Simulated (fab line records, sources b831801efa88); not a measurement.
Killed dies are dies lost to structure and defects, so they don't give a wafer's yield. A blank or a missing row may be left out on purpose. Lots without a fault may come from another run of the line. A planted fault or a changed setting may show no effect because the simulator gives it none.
fab line records | flow sfq_line
record lots=5 wafers=15 last_day=85
route steps=325 shown I1@77 M2@88
lots that met no fault: from a run of the same line without faults
start_h: hours from the record's first day to the start of the lot's first wafer shown | wait_h: hours since the lot's step before | " the same as in the row above | L1.1+2: a row that stands for several wafers | - no value, or no start given | * or withheld: withheld | < > ~ a bound
route shown NAME@n: a module of which the file shows steps, and the number in the route of the first | usual: mean/standard deviation of fault-free wafers | same: alike in all rows | chamber/n: place in a boat | sites: the reading at each site | _std_site: their standard deviation | _edge_site: outer sites' mean less inner sites' | radius_mm: how far each site lies from the wafer's centre | mask NAME#n: copy n | behind: the tool/chamber that last shaped the wafer | hold: why the lot was held/for how many hours/how that ended | device: the transistor (n, p or np) that didn't switch | end of line: the same wafers' tests at the end of the route | a step without rows: its recipe alone | killed: dies lost to structure and defects at the first sort, not the wafer's yield | map: a wafer's dies, x killed, . not, _ none there
set.NAME: the setting as run; set.NAME@STEP: as run at that earlier step | model.NAME: the simulator's own value behind a step, which no gauge read
lots at some steps of the route; a table a step, a row a wafer
services: from which hour (start_h, from the record's first day; less than 0 if before it) a tool's chamber was out of use, for how many hours, and why
## steps
# step SFQ_TRILAYER_I1_VIA_LITHO_COAT_054
# recipe resist=BARC spin_rpm=3000 resist_thk_nm=62
# columns lot.wafer tool chamber start_h wait_h
L075.1+5+6 litho_track-02 0 525.17 1.0
L082.2+5+6 litho_track-01 0 612.13 0.8
L088.1+3+4 litho_track-02 0 668.60 1.0
L094.1+4+5 litho_track-02 0 681.20 1.0
L096.1+2+3 litho_track-02 0 684.20 1.0
# step SFQ_TRILAYER_I1_VIA_LITHO_COAT_049
# recipe resist=KrF spin_rpm=3000 resist_thk_nm=650
# columns lot.wafer tool chamber start_h wait_h
L075.1+5+6 litho_track-02 0 525.47 0.2
L082.2+5+6 litho_track-01 0 612.43 0.2
L088.1+3+4 litho_track-02 0 668.90 0.2
L094.1+4+5 litho_track-02 0 681.50 0.2
L096.1+2+3 litho_track-02 0 684.50 0.2
# step SFQ_TRILAYER_I1_VIA_LITHO_SOFTBAKE_053
# recipe temp_c=withheld time_s=withheld resist=KrF
# columns lot.wafer tool chamber start_h wait_h
L075.1+5+6 litho_track-02 0 525.77 0.2
L082.2+5+6 litho_track-01 0 612.70 0.2
L088.1+3+4 litho_track-02 0 669.20 0.2
L094.1+4+5 litho_track-02 0 681.80 0.2
L096.1+2+3 litho_track-02 0 684.80 0.2
# step SFQ_TRILAYER_I1_VIA_LITHO_EXPOSE_050
# recipe mask_id=I1 na=0.6 source_shape=conventional sigma_outer=0.65 target_cd_nm=500 dose_mj=21.3
# columns lot.wafer tool chamber start_h wait_h mask
L075.1+5+6 krf_scanner-02 0 539.22 - I1#0
L082.2+5+6 krf_scanner-01 0 613.03 - I1#0
L088.1+3+4 krf_scanner-02 0 671.71 - I1#0
L094.1+4+5 krf_scanner-02 0 683.15 - I1#0
L096.1+2+3 krf_scanner-01 0 839.27 - I1#0
# step SFQ_TRILAYER_I1_VIA_LITHO_PEB_052
# recipe peb_temp_c=115 peb_time_s=60 resist=KrF
# columns lot.wafer tool chamber start_h wait_h
L075.1+5+6 litho_track-01 0 540.42 1.0
L082.2+5+6 litho_track-02 0 614.05 0.8
L088.1+3+4 litho_track-02 0 672.91 1.0
L094.1+4+5 litho_track-01 0 684.35 1.0
L096.1+2+3 litho_track-04 0 840.47 1.0
# step SFQ_TRILAYER_I1_VIA_LITHO_DEVELOP_051
# recipe time_s=60 resist=KrF
# columns lot.wafer tool chamber start_h wait_h
L075.1+5+6 litho_track-01 0 540.57 0.1
L082.2+5+6 litho_track-02 0 614.20 0.1
L088.1+3+4 litho_track-02 0 673.06 0.1
L094.1+4+5 litho_track-01 0 684.50 0.1
L096.1+2+3 litho_track-04 0 840.62 0.1
# step SFQ_I1_OVL_MEAS_913
# usual I1_OVL=2/5.5
# columns lot.wafer tool chamber start_h wait_h I1_OVL[nm]
L075.1 overlay-02 - 540.72 0.1 5
L075.5 " - " " 8
L075.6 " - " " 7
L082.2 overlay-02 - 614.34 0.1 -7
L082.5 " - " " 5
L082.6 " - " " 0
L088.1 overlay-02 - 673.21 0.1 1
L088.3 " - " " 2
L088.4 " - " " 6
L094.1 overlay-01 - 684.65 0.1 -2
L094.4 " - " " 2
L094.5 " - " " 2
L096.1 overlay-02 - 840.77 0.1 2
L096.2 " - " " 0
L096.3 " - " " -1
# step SFQ_TRILAYER_I1_VIA_BARC_OPEN_VIA_ETCH_071
# recipe mask_material=PR chemistry=O2 target_depth_nm=125 target=BARC source_w=518.1 bias_w=80 pressure_mtorr=30 time_s=41.7
# usual drypump_motor_current_A=5.6/0.33 oes_product_au=0.685/0.0048
# columns lot.wafer tool chamber start_h wait_h drypump_motor_current_A oes_product_au rf_hours_counter_h
L075.1 rie_diel-02 1 540.76 0.0 5.7 0.685 41
L075.5 " 3 " " 5.9 0.685 -
L075.6 " 2 " " 5.6 0.690 -
L082.2 rie_diel-03 0 614.37 0.0 5.8 0.683 5
L082.5 " 2 " " 5.7 0.695 -
L082.6 " 3 " " 5.9 0.696 -
L088.1 rie_diel-03 3 673.25 0.0 5.9 0.674 40
L088.3 " 2 " " 5.7 0.686 49
L088.4 " 3 " " 5.9 0.685 -
L094.1 rie_diel-02 1 684.69 0.0 5.7 0.685 43
L094.4 " 0 " " 6.0 0.683 9
L094.5 " 2 " " 5.6 0.683 -
L096.1 rie_diel-02 0 840.80 0.0 6.0 0.679 11
L096.2 " 1 " " 5.6 0.674 0
L096.3 " 2 " " 5.6 0.683 2
# step SFQ_TRILAYER_I1_VIA_ETCH_VIA_ETCH_052
# recipe target=SiO2 stop_on=Nb mask_material=PR taper_deg=20 chemistry=CHF3 target_depth_nm=260 source_w=500 bias_w=80 pressure_mtorr=30 time_s=withheld
# usual drypump_motor_current_A=5.6/0.33 oes_product_au=0.855/0.0053
# columns lot.wafer tool chamber start_h wait_h drypump_motor_current_A oes_product_au
L075.1 rie_diel-02 1 540.80 0.0 5.7 0.849
L075.5 " 3 " " 5.9 0.852
L075.6 " 2 " " 5.6 0.861
L082.2 rie_diel-03 0 614.41 0.0 5.9 0.859
L082.5 " 2 " " 5.7 0.853
L082.6 " 3 " " 5.9 0.854
L088.1 rie_diel-03 3 673.29 0.0 5.9 0.850
L088.3 " 2 " " 5.7 0.854
L088.4 " 3 " " 5.9 0.847
L094.1 rie_diel-02 1 684.73 0.0 5.7 0.849
L094.4 " 0 " " 6.0 0.855
L094.5 " 2 " " 5.6 0.854
L096.1 rie_diel-02 0 840.84 0.0 6.0 0.846
L096.2 " 1 " " 5.7 0.846
L096.3 " 2 " " 5.6 0.853
# step SFQ_TRILAYER_I1_VIA_STRIP_STRIP_053
# recipe gas=O2 power_w=200 platen_temp_c=40 overash_fraction=0.65 chemistry=O2 pressure_mtorr=50
# usual drypump_motor_current_A=5.8/0.33 oes_product_au=0.996/0.0084
# columns lot.wafer tool chamber start_h wait_h drypump_motor_current_A oes_product_au rf_hours_counter_h
L075.1 rie_metal-04 1 540.91 - 5.5 1.001 153
L075.5 " 1 " " 5.5 0.991 -
L075.6 " 0 " " 5.8 0.995 -
L082.2 rie_metal-03 1 614.52 - 6.0 1.016 62
L082.5 " 1 " " 6.0 1.017 -
L082.6 " 0 " " 5.1 1.005 -
L088.1 rie_metal-01 0 673.40 - 5.9 0.978 48
L088.3 " 1 " " 6.1 1.001 -
L088.4 " 0 " " 5.9 0.983 -
L094.1 rie_metal-01 1 684.84 - 6.2 0.992 131
L094.4 " 1 " " 6.2 0.982 -
L094.5 " 1 " " 6.2 0.986 -
L096.1 rie_metal-04 0 840.96 - 5.8 0.983 51
L096.2 " 1 " " 5.5 0.992 26
L096.3 " 0 " " 5.8 0.992 -
# step SFQ_TRILAYER_I1_VIA_STRIP_SOLV_CLEAN_054
# recipe chemistry=NMP temp_c=70 time_s=600
# usual bath_guard_temp_C=70.2/0.54
# columns lot.wafer tool chamber start_h wait_h bath_guard_temp_C
L075.1 wet_bench-03 2 541.51 0.4 69.8
L075.5 " 6 " " 70.0
L075.6 " 0 " " 70.3
L082.2 wet_bench-04 0 615.12 0.4 69.5
L082.5 " 7 " " 70.6
L082.6 " 5 " " 69.4
L088.1 wet_bench-04 0 674.00 0.4 69.4
L088.3 " 7 " " 70.4
L088.4 " 3 " " 70.2
L094.1 wet_bench-03 5 685.44 0.4 69.6
L094.4 " 1 " " 69.6
L094.5 " 0 " " 70.8
L096.1 wet_bench-03 1 841.56 0.4 70.1
L096.2 " 4 " " 69.7
L096.3 " 3 " " 69.5
# step SFQ_TRILAYER_M2_DEP_PRE_CLEAN_056
# recipe gas=Ar time_s=22.5 bias_v=250
# columns lot.wafer tool chamber start_h wait_h
L075.1+5+6 pvd_sputter-06 - 541.69 0.0
L082.2+5+6 pvd_sputter-04 - 615.29 0.0
L088.1+3+4 pvd_sputter-06 - 674.17 0.0
L094.1+4+5 pvd_sputter-06 - 685.63 0.0
L096.1+2+3 pvd_sputter-05 - 841.73 0.0
# step SFQ_TRILAYER_M2_DEP_SPUTTER_055
# recipe material=Nb base_pressure_pa=1.33e-06 chamber_pressure_pa=0.1333 substrate_temp_c=20 resputter_cathode_voltage_v=400 target_thk_nm=200 power_w=2000 time_s=133.3
# usual throttle_valve_pct=30.1/1.5
# columns lot.wafer tool chamber start_h wait_h throttle_valve_pct
L075.1 pvd_sputter-06 - 541.72 0.0 28.8
L075.5 " - " " 31.1
L075.6 " - " " 28.9
L082.2 pvd_sputter-04 - 615.32 0.0 31.9
L082.5 " - " " 31.8
L082.6 " - " " 31.9
L088.1 pvd_sputter-06 - 674.20 0.0 27.7
L088.3 " - " " 31.0
L088.4 " - " " 30.7
L094.1 pvd_sputter-06 - 685.66 0.0 30.7
L094.4 " - " " 27.9
L094.5 " - " " 30.6
L096.1 pvd_sputter-05 - 841.76 0.0 30.8
L096.2 " - " " 28.7
L096.3 " - " " 30.6
## services
# columns tool chamber start_h hours kind
krf_scanner-01 - 516.08 1.0 pm
krf_scanner-01 - 520.68 1.3 pm
krf_scanner-02 - 524.60 1.3 pm
rie_diel-03 3 535.50 6.0 repair
pvd_sputter-06 - 543.13 4.0 repair
krf_scanner-01 - 549.01 1.4 repair
krf_scanner-02 - 558.74 0.8 pm
rie_diel-02 - 575.48 1.6 repair
pvd_sputter-06 - 593.08 2.0 repair
rie_diel-03 0 598.68 4.0 repair
rie_diel-03 3 623.81 2.3 repair
rie_diel-03 3 634.92 6.1 repair
krf_scanner-02 - 664.59 1.0 pm
krf_scanner-02 - 701.15 1.3 pm
rie_diel-02 3 702.98 8.1 repair
krf_scanner-02 - 710.33 0.9 repair
krf_scanner-02 - 727.26 0.8 pm
pvd_sputter-06 - 729.04 1.0 repair
krf_scanner-02 - 735.97 0.2 repair
rie_diel-03 3 795.64 9.4 repair
rie_diel-03 - 819.19 4.3 pm
pvd_sputter-06 - 822.29 1.8 repair
krf_scanner-02 - 833.14 1.0 pm
rie_diel-02 - 837.90 2.8 pm
## key
fault none
